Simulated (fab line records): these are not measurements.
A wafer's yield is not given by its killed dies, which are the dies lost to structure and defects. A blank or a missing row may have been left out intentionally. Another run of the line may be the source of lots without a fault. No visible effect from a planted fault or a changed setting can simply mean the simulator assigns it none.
Which tool was responsible? -- flow sky130 -- 11 lots, 33 wafers sampled, at 4 steps of a route of 708

WHAT THE GAUGES SHOWED, per wafer
No reading from a measuring or inspecting step in the record can be judged against a usual standard deviation.

TOOL THAT RAN EACH LOT (tool first, then ch and the chambers of the sampled wafers, then the start)
lot,SKY_FIELD_ISO_ETCH_14,SKY_NWELL_IMPLANT_12,SKY_NWELL_STRIP_25,SKY_POLY_GATE_STRIP_18
L603,"rie diel-02 ch 0,2,3, day 2 17:04","implanter-04 ch 0, day 4 23:17","plasma asher-02 ch 0,1, day 5 17:08","plasma asher-04 ch 0,1, day 17 01:15"
L604,"rie diel-03 ch 2,3, day 2 20:13","implanter-02 ch 0, day 5 05:05","plasma asher-03 ch 0,1, day 5 23:36","plasma asher-01 ch 0,1, day 17 07:29"
L606,"rie diel-02 ch 0,2,3, day 3 06:25","implanter-04 ch 0, day 5 23:29","plasma asher-02 ch 0,1, day 6 17:44","plasma asher-04 ch 0,1, day 18 12:45"
L607,"rie diel-03 ch 0,1,3, day 3 12:17","implanter-04 ch 0, day 6 09:34","plasma asher-02 ch 0,1, day 7 04:09","plasma asher-01 ch 0,1, day 19 05:45"
L609,"rie diel-03 ch 1,2,3, day 3 23:13","implanter-04 ch 0, day 6 14:08","plasma asher-03 ch 0,1, day 7 09:24","plasma asher-04 ch 0,1, day 19 10:51"
L610,"rie diel-04 ch 1,2, day 4 05:10","implanter-01 ch 0, day 6 17:49","plasma asher-03 ch 1, day 7 12:38","plasma asher-04 ch 0,1, day 19 21:05"
L613,"rie diel-02 ch 1,2,3, day 4 23:34","implanter-04 ch 0, day 7 13:47","plasma asher-04 ch 0,1, day 8 09:41","plasma asher-01 ch 0,1, day 21 10:20"
L614,"rie diel-03 ch 0,2,3, day 5 04:40","implanter-04 ch 0, day 7 21:29","plasma asher-04 ch 0,1, day 8 18:17","plasma asher-02 ch 0,1, day 21 16:03"
L621,"rie diel-04 ch 0,1,2, day 6 12:52","implanter-02 ch 0, day 9 15:05","plasma asher-04 ch 0,1, day 10 15:26","plasma asher-01 ch 0,1, day 24 02:32"
L623,"rie diel-03 ch 0,2,3, day 7 01:28","implanter-01 ch 0, day 10 02:22","plasma asher-02 ch 0,1, day 11 01:53","plasma asher-01 ch 0,1, day 24 13:20"
L624,"rie diel-02 ch 1,2,3, day 7 06:58","implanter-02 ch 0, day 10 09:34","plasma asher-02 ch 0,1, day 11 09:02","plasma asher-02 ch 0,1, day 24 18:53"
- SKY_FIELD_ISO_ETCH_14: etches BARC in N2/H2, stops on SiO2, time 45.9 s, target depth 60 nm.
- SKY_NWELL_IMPLANT_12
- SKY_NWELL_STRIP_25: strips in O2/N2.
- SKY_POLY_GATE_STRIP_18: strips in O2/N2.

AS READ BY THE TOOLS THEMSELVES (means over the sampled wafers that have a number; for cases with no such wafer, the mark the record gives instead)
SKY_FIELD_ISO_ETCH_14. Usual: drypump motor current A 5.6 A, standard deviation 0.45; n2 flow sccm 100.02 sccm, standard deviation 0.28; oes product au 0.855 a.u., standard deviation 0.0047; throttle valve pct 13.225 %, standard deviation 0.0093.
lot,tool,drypump motor current A (A),n2 flow sccm (sccm),oes product au (a.u.),throttle valve pct (%),flag
L603,rie diel-02,5.6,99.89,0.856,13.229,
L604,rie diel-03,5.4,99.98,0.856,13.229,
L606,rie diel-02,5.7,100.10,0.855,13.223,
L607,rie diel-03,5.2,100.06,0.855,13.229,
L609,rie diel-03,5.5,99.96,0.853,13.222,
L610,rie diel-04,5.5,99.78,0.859,13.226,
L613,rie diel-02,5.8,99.90,0.859,13.239,
L614,rie diel-03,5.1,99.91,0.860,13.226,
L621,rie diel-04,5.7,100.10,0.858,13.222,
L623,rie diel-03,5.1,100.21,0.852,13.214,
L624,rie diel-02,5.8,99.93,0.853,13.229,

SKY_NWELL_IMPLANT_12. Usual: dose ions cm2 1.3002e+12, standard deviation 1.4e+09; faraday current uA 7.34, standard deviation 0.15.
lot,tool,dose ions cm2,faraday current uA,flag
L603,implanter-04,1.3005e+12,7.39,
L604,implanter-02,1.3001e+12,7.42,
L606,implanter-04,1.3006e+12,7.18,
L607,implanter-04,1.3015e+12,7.13,
L609,implanter-04,1.3010e+12,7.30,
L610,implanter-01,1.3003e+12,7.41,
L613,implanter-04,1.4241e+12,8.06,OFF
L614,implanter-04,1.4245e+12,8.13,OFF
L621,implanter-02,1.3004e+12,7.40,
L623,implanter-01,1.3012e+12,7.32,
L624,implanter-02,1.3016e+12,7.39,

SKY_NWELL_STRIP_25. Usual: drypump motor current A 6.2 A, standard deviation 0.31; n2 flow sccm 300.1 sccm, standard deviation 0.95; oes product au 0.722 a.u., standard deviation 0.0046; strip time to endpoint s 36.94 s, standard deviation 0.091.
lot,tool,drypump motor current A (A),n2 flow sccm (sccm),oes product au (a.u.),strip time to endpoint s (s),flag
L603,plasma asher-02,6.3,299.9,0.724,36.99,
L604,plasma asher-03,6.1,299.0,0.720,37.11,
L606,plasma asher-02,6.2,301.4,0.721,36.88,
L607,plasma asher-02,6.2,300.5,0.722,36.83,
L609,plasma asher-03,6.1,298.5,0.716,37.02,
L610,plasma asher-03,6.0,300.0,0.721,36.95,
L613,plasma asher-04,6.2,300.0,0.720,36.85,
L614,plasma asher-04,6.1,300.5,0.725,36.96,
L621,plasma asher-04,6.1,300.4,0.722,36.84,
L623,plasma asher-02,6.3,299.3,0.722,36.93,
L624,plasma asher-02,6.3,300.6,0.721,36.90,

SKY_POLY_GATE_STRIP_18. Usual: drypump motor current A 5.8 A, standard deviation 0.67; n2 flow sccm 300.0 sccm, standard deviation 0.91; oes product au 0.361 a.u., standard deviation 0.0048; strip time to endpoint s 3.173 s, standard deviation 0.024.
lot,tool,drypump motor current A (A),n2 flow sccm (sccm),oes product au (a.u.),strip time to endpoint s (s),flag
L603,plasma asher-04,6.1,300.7,0.361,3.162,
L604,plasma asher-01,5.4,299.3,0.361,3.170,
L606,plasma asher-04,6.2,300.2,0.359,3.159,
L607,plasma asher-01,5.1,299.2,0.362,3.153,
L609,plasma asher-04,6.1,300.6,0.361,3.191,
L610,plasma asher-04,6.5,299.7,0.359,3.156,
L613,plasma asher-01,5.5,299.7,0.364,3.171,
L614,plasma asher-02,6.1,299.7,0.362,3.152,
L621,plasma asher-01,5.1,300.4,0.362,3.156,
L623,plasma asher-01,5.5,299.7,0.363,3.181,
L624,plasma asher-02,6.1,299.7,0.355,3.157,

THE ANSWER, worked out from the rows above alone
Rule: take the mean of a lot's wafers that have a number; if it is more than 3 standard deviations from the usual mean, the lot is off. A lot without any number at a reading at which 4 lots or more have one is off too. The other lots that the step has rows for count as sound. The gauges are gone through in route order, then the tools' own readings, and for those a lot's mean is taken as printed above. At the first step where some lot is off, the reading lying furthest off is the one used; lots without a number count as furthest.
Off, at SKY_NWELL_IMPLANT_12 on dose ions cm2: L613, L614.
A tool fits if, at that step or a process step before it, it ran every lot that is off, and no sound lot after the first of them. One fits: implanter-04 at SKY_NWELL_IMPLANT_12. Its last sound lot is L609 (day 6 14:08), its first lot that is off L613 (day 7 13:47): a fault that began between those two fits.
The tool's own readings at SKY_NWELL_IMPLANT_12 bear it out: on the lots that are off they differ by more than 5 times the standard deviation of the sound lots' means. dose ions cm2 reads 1.4243e+12 there against 1.3008e+12 on the sound lots; faraday current uA reads 8.10 there against 7.33 on the sound lots.

WHAT THE SIMULATOR PUT IN
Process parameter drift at SKY_NWELL_IMPLANT_12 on implanter-04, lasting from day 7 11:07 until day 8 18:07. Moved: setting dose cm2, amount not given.
Shown lots that were struck: L613, L614. This agrees with what the rule above found.
